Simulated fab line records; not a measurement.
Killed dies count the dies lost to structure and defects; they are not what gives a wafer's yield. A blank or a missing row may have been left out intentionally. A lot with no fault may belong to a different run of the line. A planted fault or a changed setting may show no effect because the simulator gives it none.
Chamber matching / flow sky130 / SKY_METAL4_ETCH_17 on rie-diel-01 has 4 sister chambers
The step etches SiO2 in C4F8/O2/Ar, stops on TiN, time 3.9 s, target depth 15 nm. 7 wafers are shown with their chamber, then 7 later ones without.

## WAFERS, EACH WITH ITS CHAMBER
wafer=L263.3; chamber=3; oes-product-au (a.u.)=0.762
wafer=L265.1; chamber=2; oes-product-au (a.u.)=0.742
wafer=L265.4; chamber=1; oes-product-au (a.u.)=0.750
wafer=L268.1; chamber=1; oes-product-au (a.u.)=0.747
wafer=L268.2; chamber=2; oes-product-au (a.u.)=0.749
wafer=L272.4; chamber=0; oes-product-au (a.u.)=0.754
wafer=L272.5; chamber=0; oes-product-au (a.u.)=0.746

## WAFERS WHOSE CHAMBER IS MISSING
wafer=L272.6; oes-product-au (a.u.)=0.742
wafer=L278.3; oes-product-au (a.u.)=0.748
wafer=L278.4; oes-product-au (a.u.)=0.760
wafer=L278.6; oes-product-au (a.u.)=0.753
wafer=L279.1; oes-product-au (a.u.)=0.755
wafer=L279.2; oes-product-au (a.u.)=0.765
wafer=L279.4; oes-product-au (a.u.)=0.761

## THE CHAMBER EACH PASSED THROUGH
wafer=L272.6; from the rows above=can't be placed: 2 or 1 or 0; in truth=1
wafer=L278.3; from the rows above=can't be placed: 1 or 0 or 2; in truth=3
wafer=L278.4; from the rows above=can't be placed: 3 or 0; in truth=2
wafer=L278.6; from the rows above=can't be placed: 0 or 1 or 2 or 3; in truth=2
wafer=L279.1; from the rows above=can't be placed: 0 or 1 or 3 or 2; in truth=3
wafer=L279.2; from the rows above=3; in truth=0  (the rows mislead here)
wafer=L279.4; from the rows above=3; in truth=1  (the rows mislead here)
Placed correctly: 0 of 7. Not placeable from these rows: 5 (in 3, the candidates include the true chamber). 2 placed wrongly.
How it was worked out, from the rows above alone: a wafer's distance from a chamber is the root of the sum, over the readings, of the square of ((its reading less the chamber's mean) divided by the reading's scatter). If the next closest chamber is less than 2 further off than the closest, the wafer can't be placed; otherwise it belongs to the closest. A chamber's mean is the mean of its shown wafers. How the scatter is found: for the shown wafers, subtract from each reading the mean of its chamber, square and add these, divide the total by (wafers less chambers), then take the root.
